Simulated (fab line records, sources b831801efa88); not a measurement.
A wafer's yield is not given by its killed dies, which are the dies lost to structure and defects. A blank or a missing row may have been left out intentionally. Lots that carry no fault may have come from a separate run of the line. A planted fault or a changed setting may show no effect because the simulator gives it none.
Which of the tools did it? :: flow gf180mcu :: Sampling: 13 lots, 39 wafers, 6 of 602 route steps

WHAT THE GAUGES READ, wafer by wafer
GF_MVPSD_TW_MEAS_11.
lot: L338
measured: day 5 12:41
on: film_metro-02
MVPSD_TW: 563.2 560.7 559.2

lot: L339
measured: day 5 17:23
on: film_metro-03
MVPSD_TW: 558.9 559.1 557.3

lot: L341
measured: day 6 07:25
on: film_metro-03
MVPSD_TW: 560.9 564.0 562.2

lot: L343
measured: day 6 19:26
on: film_metro-01
MVPSD_TW: 556.0 554.5 553.7

lot: L348
measured: day 8 02:29
on: film_metro-03
MVPSD_TW: 413.7 413.3 412.1

lot: L349
measured: day 8 07:38
on: film_metro-03
MVPSD_TW: 413.3 414.4 411.8

lot: L352
measured: day 9 01:20
on: film_metro-01
MVPSD_TW: 552.2 554.4 553.7

lot: L353
measured: day 9 08:02
on: film_metro-03
MVPSD_TW: 558.7 562.6 559.3

lot: L354
measured: day 9 11:52
on: film_metro-03
MVPSD_TW: 561.6 561.8 562.6

lot: L355
measured: day 9 18:27
on: film_metro-03
MVPSD_TW: 559.1 560.1 561.3

lot: L357
measured: day 10 07:25
on: film_metro-01
MVPSD_TW: 560.5 556.0 560.3

lot: L358
measured: day 10 13:14
on: film_metro-02
MVPSD_TW: 560.1 564.1 562.8

lot: L359
measured: day 10 19:10
on: film_metro-03
MVPSD_TW: 561.1 557.0 559.4

GF_VT_IMPLANT_RS_MEAS_49: uses a four-point probe to measure.
lot: L338
measured: day 8 03:11
on: film_metro-02
MVPSD_RS (ohm/sq): 1166 1167 1168

lot: L339
measured: day 8 09:02
on: film_metro-02
MVPSD_RS (ohm/sq): 1168 1169 1172

lot: L341
measured: day 9 00:13
on: film_metro-03
MVPSD_RS (ohm/sq): 1169 1170 1166

lot: L343
measured: day 9 13:56
on: film_metro-02
MVPSD_RS (ohm/sq): 1169 1169 1167

lot: L348
measured: day 10 23:55
on: film_metro-01
MVPSD_RS (ohm/sq): 2211 2217 2211

lot: L349
measured: day 11 05:11
on: film_metro-03
MVPSD_RS (ohm/sq): 2222 2231 2221

lot: L352
measured: day 12 01:43
on: film_metro-02
MVPSD_RS (ohm/sq): 1174 1175 1174

lot: L353
measured: day 12 09:38
on: film_metro-01
MVPSD_RS (ohm/sq): 1167 1161 1166

lot: L354
measured: day 12 13:30
on: film_metro-02
MVPSD_RS (ohm/sq): 1165 1168 1167

lot: L355
measured: day 12 20:15
on: film_metro-01
MVPSD_RS (ohm/sq): 1171 1173 1171

lot: L357
measured: day 13 12:26
on: film_metro-03
MVPSD_RS (ohm/sq): 1165 1168 1167

lot: L358
measured: day 13 17:59
on: film_metro-01
MVPSD_RS (ohm/sq): 1163 1166 1162

lot: L359
measured: day 14 02:28
on: film_metro-02
MVPSD_RS (ohm/sq): 1175 1173 1174

GF_CONTACT_BOW_MEAS_05.
lot: L338
measured: day 15 19:42
on: film_metro-03
CONTACT_BOW (um): 71 58 64

lot: L339
measured: day 16 03:25
on: film_metro-02
CONTACT_BOW (um): 61 70 67

lot: L341
measured: day 17 02:35
on: film_metro-01
CONTACT_BOW (um): 71 59 74

lot: L343
measured: day 17 22:47
on: film_metro-02
CONTACT_BOW (um): 72 61 68

lot: L348
measured: day 19 13:25
on: film_metro-01
CONTACT_BOW (um): 55 67 50

lot: L349
measured: day 19 18:29
on: film_metro-03
CONTACT_BOW (um): 71 69 69

lot: L352
measured: day 20 21:22
on: film_metro-01
CONTACT_BOW (um): 63 55 44

lot: L353
measured: day 21 12:00
on: film_metro-02
CONTACT_BOW (um): 63 53 59

lot: L354
measured: day 21 14:05
on: film_metro-03
CONTACT_BOW (um): 62 74 68

lot: L355
measured: day 21 21:27
on: film_metro-03
CONTACT_BOW (um): 60 52 64

lot: L357
measured: day 22 18:03
on: film_metro-03
CONTACT_BOW (um): 64 67 68

lot: L358
measured: day 23 00:01
on: film_metro-03
CONTACT_BOW (um): 61 58 51

lot: L359
measured: day 23 10:08
on: film_metro-02
CONTACT_BOW (um): 71 64 70

GF_CONTACT_OVL_MEAS_15.
lot: L338
measured: day 16 17:59
on: overlay-02
CONTACT_OVL (nm): -2 3 -2

lot: L339
measured: day 17 02:56
on: overlay-01
CONTACT_OVL (nm): -1 1 4

lot: L341
measured: day 18 04:08
on: overlay-01
CONTACT_OVL (nm): -2 7 4

lot: L343
measured: day 18 23:04
on: overlay-02
CONTACT_OVL (nm): 4 3 2

lot: L348
measured: day 20 13:28
on: overlay-02
CONTACT_OVL (nm): 3 12 1

lot: L349
measured: day 20 18:50
on: overlay-01
CONTACT_OVL (nm): -8 8 -6

lot: L352
measured: day 21 21:15
on: overlay-01
CONTACT_OVL (nm): 2 -3 -3

lot: L353
measured: day 22 12:19
on: overlay-02
CONTACT_OVL (nm): 5 -3 9

lot: L354
measured: day 22 13:30
on: overlay-02
CONTACT_OVL (nm): -5 7 -3

lot: L355
measured: day 22 20:33
on: overlay-01
CONTACT_OVL (nm): 10 -3 2

lot: L357
measured: day 23 16:34
on: overlay-02
CONTACT_OVL (nm): -5 -5 0

lot: L358
measured: day 23 22:38
on: overlay-02
CONTACT_OVL (nm): -5 -4 -4

lot: L359
measured: day 24 08:22
on: overlay-02
CONTACT_OVL (nm): -7 -3 -6

WHICH TOOL RAN EACH LOT (tool, then ch and the chambers of the sampled wafers, then the start)
lot: L338
GF_MVPSD_IMPLANT_08: implanter-02 ch 0, day 5 12:17
GF_SAB_ETCH_11: rie_diel-02 ch 1,2, day 15 18:11

lot: L339
GF_MVPSD_IMPLANT_08: implanter-01 ch 0, day 5 17:02
GF_SAB_ETCH_11: rie_diel-03 ch 0,2,3, day 16 01:49

lot: L341
GF_MVPSD_IMPLANT_08: implanter-04 ch 0, day 6 07:01
GF_SAB_ETCH_11: rie_diel-01 ch 1,3, day 17 01:11

lot: L343
GF_MVPSD_IMPLANT_08: implanter-02 ch 0, day 6 19:04
GF_SAB_ETCH_11: rie_diel-01 ch 0,1,3, day 17 21:21

lot: L348
GF_MVPSD_IMPLANT_08: implanter-01 ch 0, day 8 02:07
GF_SAB_ETCH_11: rie_diel-03 ch 2,3, day 19 11:56

lot: L349
GF_MVPSD_IMPLANT_08: implanter-01 ch 0, day 8 07:17
GF_SAB_ETCH_11: rie_diel-01 ch 2,3, day 19 17:01

lot: L352
GF_MVPSD_IMPLANT_08: implanter-02 ch 0, day 9 00:58
GF_SAB_ETCH_11: rie_diel-01 ch 0,1,2, day 20 19:55

lot: L353
GF_MVPSD_IMPLANT_08: implanter-02 ch 0, day 9 07:38
GF_SAB_ETCH_11: rie_diel-03 ch 0,1,3, day 21 10:35

lot: L354
GF_MVPSD_IMPLANT_08: implanter-02 ch 0, day 9 11:29
GF_SAB_ETCH_11: rie_diel-03 ch 1,2,3, day 21 12:39

lot: L355
GF_MVPSD_IMPLANT_08: implanter-02 ch 0, day 9 18:05
GF_SAB_ETCH_11: rie_diel-03 ch 0,1,3, day 21 19:59

lot: L357
GF_MVPSD_IMPLANT_08: implanter-04 ch 0, day 10 07:01
GF_SAB_ETCH_11: rie_diel-02 ch 0,2,3, day 22 16:39

lot: L358
GF_MVPSD_IMPLANT_08: implanter-04 ch 0, day 10 12:50
GF_SAB_ETCH_11: rie_diel-02 ch 0,2, day 22 22:37

lot: L359
GF_MVPSD_IMPLANT_08: implanter-02 ch 0, day 10 18:46
GF_SAB_ETCH_11: rie_diel-02 ch 0,1,2, day 23 08:45
- GF_MVPSD_IMPLANT_08
- GF_SAB_ETCH_11: etches SiO2 in C4F8/O2/Ar, target depth 55 nm, time 8.5 s.

WHAT THE TOOLS THEMSELVES READ (means of the sampled wafers that have a number; where no wafer has one, the mark that the record gives instead)
GF_MVPSD_IMPLANT_08.
lot: L338
tool: implanter-02
dose_ions_cm2: 1.4996e+13
faraday_current_uA: 85.9

lot: L339
tool: implanter-01
dose_ions_cm2: 1.5001e+13
faraday_current_uA: 85.3

lot: L341
tool: implanter-04
dose_ions_cm2: 1.4984e+13
faraday_current_uA: 84.6

lot: L343
tool: implanter-02
dose_ions_cm2: 1.5003e+13
faraday_current_uA: 84.0

lot: L348
tool: implanter-01
dose_ions_cm2: 3.7233e+12
faraday_current_uA: 21.2

lot: L349
tool: implanter-01
dose_ions_cm2: 3.7277e+12
faraday_current_uA: 20.8

lot: L352
tool: implanter-02
dose_ions_cm2: 1.5018e+13
faraday_current_uA: 85.5

lot: L353
tool: implanter-02
dose_ions_cm2: 1.4996e+13
faraday_current_uA: 84.0

lot: L354
tool: implanter-02
dose_ions_cm2: 1.5010e+13
faraday_current_uA: 84.2

lot: L355
tool: implanter-02
dose_ions_cm2: 1.5001e+13
faraday_current_uA: 84.9

lot: L357
tool: implanter-04
dose_ions_cm2: 1.4984e+13
faraday_current_uA: 83.8

lot: L358
tool: implanter-04
dose_ions_cm2: 1.4990e+13
faraday_current_uA: 83.9

lot: L359
tool: implanter-02
dose_ions_cm2: 1.5018e+13
faraday_current_uA: 85.3

GF_SAB_ETCH_11.
lot: L338
tool: rie_diel-02
oes_product_au (a.u.): 1.002

lot: L339
tool: rie_diel-03
oes_product_au (a.u.): 0.989

lot: L341
tool: rie_diel-01
oes_product_au (a.u.): 1.008

lot: L343
tool: rie_diel-01
oes_product_au (a.u.): 0.993

lot: L348
tool: rie_diel-03
oes_product_au (a.u.): 0.996

lot: L349
tool: rie_diel-01
oes_product_au (a.u.): 1.002

lot: L352
tool: rie_diel-01
oes_product_au (a.u.): 1.002

lot: L353
tool: rie_diel-03
oes_product_au (a.u.): 0.996

lot: L354
tool: rie_diel-03
oes_product_au (a.u.): 0.995

lot: L355
tool: rie_diel-03
oes_product_au (a.u.): 0.993

lot: L357
tool: rie_diel-02
oes_product_au (a.u.): 0.999

lot: L358
tool: rie_diel-02
oes_product_au (a.u.): 0.980

lot: L359
tool: rie_diel-02
oes_product_au (a.u.): 0.991

THE ANSWER, worked out from the rows above alone
Rule: usual is defined by the lots themselves. Put in order of their means at a reading, lots are off if they are a third of the lots or fewer, leave a main group of 4 or more, and stand apart from it by a gap of 3 or more times the standard deviation of the main group's means; of several such gaps the widest counts. The tables above print the reading to a certain number of digits; a main group whose means all agree to those digits is not used. A lot without any number at a reading at which 4 lots or more have one is off too. Where the step has rows for the other lots, those lots are counted as sound. First the gauges in route order, then the tools' own readings, where a lot's mean is used as printed above. At the first step where some lot is off, the reading lying furthest off is the one used; lots without a number count as furthest.
Off: L348, L349, at GF_MVPSD_TW_MEAS_11 (MVPSD_TW). Main group: mean 559.3, sd 2.8.
If a tool, at a process step before that reading, ran all the lots that are off and no sound lot after the first of them, it fits. The gauges at GF_MVPSD_TW_MEAS_11 aren't tried: what is off there is off at GF_MVPSD_IMPLANT_08 too, on other tools, and a gauge's error can't cause that. One candidate fits, namely implanter-01 at GF_MVPSD_IMPLANT_08. A fault onset in the window from L339 (day 5 17:02, its last sound lot) to L348 (day 8 02:07, its first lot off) fits.
The tool's own readings at GF_MVPSD_IMPLANT_08 bear it out: on the lots that are off they differ by more than 5 times the standard deviation of the sound lots' means. dose_ions_cm2 reads 3.7255e+12 there against 1.5000e+13 on the sound lots; faraday_current_uA reads 21.0 there against 84.7 on the sound lots.

WHAT THE SIMULATOR HAD INSERTED
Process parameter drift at GF_MVPSD_IMPLANT_08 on implanter-01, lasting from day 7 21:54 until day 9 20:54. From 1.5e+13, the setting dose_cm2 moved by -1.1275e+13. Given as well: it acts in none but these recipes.
Struck lots among those shown: L348, L349. The rule above reached the same finding.
